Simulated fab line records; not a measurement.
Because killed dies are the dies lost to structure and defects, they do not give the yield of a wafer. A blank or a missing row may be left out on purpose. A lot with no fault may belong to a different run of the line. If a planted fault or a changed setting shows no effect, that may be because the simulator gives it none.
Matching of chambers -- flow gf180mcu -- cmp-01 running GF_CONTACT_CMP_27: 3 sister chambers
The step polishes, stops on SiO2, t overpolish 15 s, target thk 0 nm. 14 wafers are shown with their chamber, then 6 later ones without.

== EACH WAFER AND ITS CHAMBER ==
wafer,chamber,time-to-endpoint-s (s),motor-current-A (A),head-pressure-psi (psi)
L485.2,2,70,13.0,3.498
L485.4,3,68,11.5,3.509
L485.5,2,70,12.8,3.489
L490.1,2,72,13.0,3.506
L490.2,3,73,11.8,3.513
L490.6,3,71,12.0,3.494
L497.2,1,67,13.0,3.503
L497.3,2,72,12.6,3.500
L497.4,3,77,11.9,3.501
L502.1,3,71,12.4,3.503
L502.3,1,66,12.5,3.504
L502.6,3,74,11.8,3.506
L503.2,1,67,12.2,3.494
L503.3,3,72,12.5,3.511

SIGNATURES (means of the wafers above)
reading,chamber 1,chamber 2,chamber 3,scatter within a chamber
time-to-endpoint-s,66.67,71.00,72.29,2.18
motor-current-A,12.567,12.850,11.986,0.328
head-pressure-psi,3.50033,3.49825,3.50529,0.00651
Rule: distance of a wafer from a chamber = root of the sum over the readings of ((wafer's reading minus chamber's mean) / reading's scatter) squared. The wafer belongs to the nearest chamber; if the next one is less than 2 further off, it can't be placed. How the scatter is found: for the shown wafers, subtract from each reading the mean of its chamber, square and add these, divide the total by (wafers less chambers), then take the root.

== WAFERS WITH NO CHAMBER GIVEN ==
wafer,time-to-endpoint-s (s),motor-current-A (A),head-pressure-psi (psi)
L503.5,70,12.8,3.499
L504.3,71,12.5,3.501
L504.4,72,12.7,3.484
L505.2,70,12.8,3.497
L505.4,74,12.6,3.499
L505.6,77,12.1,3.496

== WHICH CHAMBER EACH ONE RAN IN ==
wafer,from the rows above,in truth
L503.5,can't be placed: 2 or 1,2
L504.3,can't be placed: 2 or 3 or 1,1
L504.4,can't be placed: 2 or 1 or 3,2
L505.2,can't be placed: 2 or 1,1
L505.4,can't be placed: 2 or 3 or 1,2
L505.6,can't be placed: 3 or 2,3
Correctly placed: 0 of 6. These rows do not allow placing 6 (true chamber among the candidates in 6). Wrongly placed: 0.
